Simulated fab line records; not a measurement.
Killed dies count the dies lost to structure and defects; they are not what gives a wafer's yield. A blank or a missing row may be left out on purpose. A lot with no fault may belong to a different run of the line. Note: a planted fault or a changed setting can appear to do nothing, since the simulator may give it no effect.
Comparing a struck lot with a sound one :: flow sky130 :: 16 steps out of a route of 708
Sound: wafers L162.2, L162.3, L162.4. Wafers struck: L169.1, L169.3, L169.4. At the end, the cause is stated.
Per side, at each step with rows, come the tool, then ch with its chambers, and then its first start. Under that, the readings that differ: sound wafers :: struck wafers :: difference of the means :: sigmas: that difference in standard deviations of wafers without a fault.
alike: readings whose means differ by less than 2 such deviations, and words and numbers that are the same on both sides. not compared: withheld readings, readings that some wafer has no value for, bounds like >300 that may hide the same value, and numbers for which the record gives no deviation and whose values overlap.
Wherever a step has rows on one side only, a row that says differs or no value, or a row with sigmas, the two part there. Numbers that have no deviation but don't overlap get no sigmas and don't part them. A reading that every wafer of one side lacks parts them only if that side has two wafers or more.

first, 5 steps without rows for these wafers: SKY_POLY_GATE_COAT_08 (resist thk 450 nm); SKY_POLY_GATE_SOFTBAKE_09 (time 90 s); SKY_POLY_GATE_EXPOSE_10 (exposes mask P1M, target cd 150 nm); SKY_POLY_GATE_PEB_11; SKY_POLY_GATE_DEVELOP_12 (develop time 57.07 s).
SKY_POLY_GATE_CD_MEAS_13: the cd target is 150 nm.
  struck on cd-sem-02, day 19 16:10; sound on cd-sem-02, day 16 23:08
  alike: cd-nm
SKY_POLY_GATE_OVL_MEAS_14:
  struck on overlay-02, day 19 16:17; sound on overlay-01, day 16 23:15
  alike: POLY_GATE_OVL
SKY_POLY_GATE_ETCH_15: etches BARC in N2/H2, stops on SiO2, time 118.5 s, target depth 110 nm.
  sound on rie-diel-04 ch 0,2,3, day 16 23:17; struck on rie-diel-02 ch 0,2,3, day 19 16:19
  alike: drypump-motor-current-A, h2-flow-sccm, oes-product-au, throttle-valve-pct
  not compared: rf-hours-counter-h
SKY_POLY_GATE_ETCH_16: etches Si3N4 in CH3F/O2, stops on poly-Si, time 147.5 s, target depth 75 nm.
  sound on rie-diel-04 ch 0,2,3, day 16 23:22; struck on rie-diel-02 ch 0,2,3, day 19 16:24
  alike: drypump-motor-current-A, oes-product-au, throttle-valve-pct
  not compared: rf-hours-counter-h
SKY_POLY_GATE_ETCH_17: etches poly-Si in HBr/Cl2, stops on SiO2, target depth 180 nm, time 70.5 s.
  sound on rie-si-01 ch 1,2,3, day 16 23:28; struck on rie-si-01 ch 1,2,3, day 19 16:30
  alike: drypump-motor-current-A, oes-product-au, throttle-valve-pct
  not compared: rf-hours-counter-h
SKY_POLY_GATE_STRIP_18: strips in O2/N2.
  sound on plasma-asher-04 ch 0,1, day 16 23:31; struck on plasma-asher-02 ch 0,1, day 19 16:33
  alike: drypump-motor-current-A, oes-product-au, strip-time-to-endpoint-s
  not compared: rf-hours-counter-h
then, 1 step without rows for these wafers: SKY_POLY_GATE_CLEAN_19 (cleans in SC1/SC2, time 150 s).
SKY_POLY_GATE_OXIDATION_20: stabilise 600 s, purge 300 s, target thk 4 nm.
  sound on furnace-02 ch 0, day 17 00:53; struck on furnace-02 ch 0, day 19 17:15
reading: spike-tc-bottom-C (C)
sound: 873.7 872.6 872.7
struck: 888.6 888.2 889.4
difference: +15.7
sigmas: +10

reading: spike-tc-centre-C (C)
sound: 852.7 853.1 853.2
struck: 867.8 870.3 869.9
difference: +16.3
sigmas: +10

reading: spike-tc-lower-C (C)
sound: 850.5 850.2 850.2
struck: 866.1 867.1 866.5
difference: +16.3
sigmas: +16

reading: spike-tc-top-C (C)
sound: 866.3 867.3 866.3
struck: 882.2 883.6 883.1
difference: +16.3
sigmas: +6

reading: spike-tc-upper-C (C)
sound: 848.7 849.5 850.0
struck: 864.9 866.4 867.4
difference: +16.8
sigmas: +14

reading: tube-center-temp-C (C)
sound: 849.96 849.97 850.02
struck: 866.34 866.21 866.25
difference: +16.28
sigmas: +99 or more

reading: tube_center_temp_C_max
sound: 852.4 852.3 852.5
struck: 869.0 868.1 868.7
difference: +16.2
sigmas: +43

reading: model.SiO2_of_POLY_GATE_OXIDATION_20.thk-nm (nm)
sound: 3.964 3.961 3.977
struck: 4.938 4.991 4.993
difference: +1.007
sigmas: 
SKY_POLY_GATE_THK_MEAS_21:
  struck on film-metro-01, day 19 18:43; sound on film-metro-04, day 17 02:08
reading: POLY_GATE_OXIDATION_THK (nm)
sound: 3.97 4.00 4.00
struck: 5.01 4.97 5.02
difference: +1.01
sigmas: +12
  not compared: hold
SKY_POLY_GATE_CD_MEAS_22:
  struck on cd-sem-01, day 19 21:32; sound on cd-sem-02, day 17 02:13
reading: hold
sound: - - -
struck: await-dispo/2.8h/release await-dispo/2.8h/release await-dispo/2.8h/release
difference: no value on the sound wafers
sigmas: 
  alike: cd-nm
-- here the record skips 28 days between the struck wafers' starts before and after, leaving off in module POLY_GATE and picking up in module PAD_OPEN (first step shown: number 708 of the route) --
SKY_PAD_OPEN_PROBE_99:
  struck on prober-01, day 48 02:46; sound on prober-02, day 46 06:38
reading: model.etest.tip-sonos.rs-ohm-sq
sound: 2549 2660 2616
struck: 2917 2938 2922
difference: +317
sigmas: 

reading: model.etest.tip-n.rs-ohm-sq
sound: 442.5 447.8 444
struck: 448.3 454 453
difference: +7.0
sigmas: 
  alike: killed_at_M0_to_M3, killed_at_M4_up, killed-at-contacts, killed-at-front-end, killed-at-other, killed-dies, killed-open, killed-short
  not compared: model.etest.res-pdiff.rs-ohm-sq

== WHERE THEY PART ==
At SKY_POLY_GATE_OXIDATION_20 first; at SKY_POLY_GATE_CD_MEAS_22 last (within this record only). Later steps at which nothing parts them and some readings are alike: SKY_PAD_OPEN_PROBE_99.

WHY: what had been put in by the simulator
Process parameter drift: furnace-02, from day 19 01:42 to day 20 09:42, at SKY_POLY_GATE_OXIDATION_20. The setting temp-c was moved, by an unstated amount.
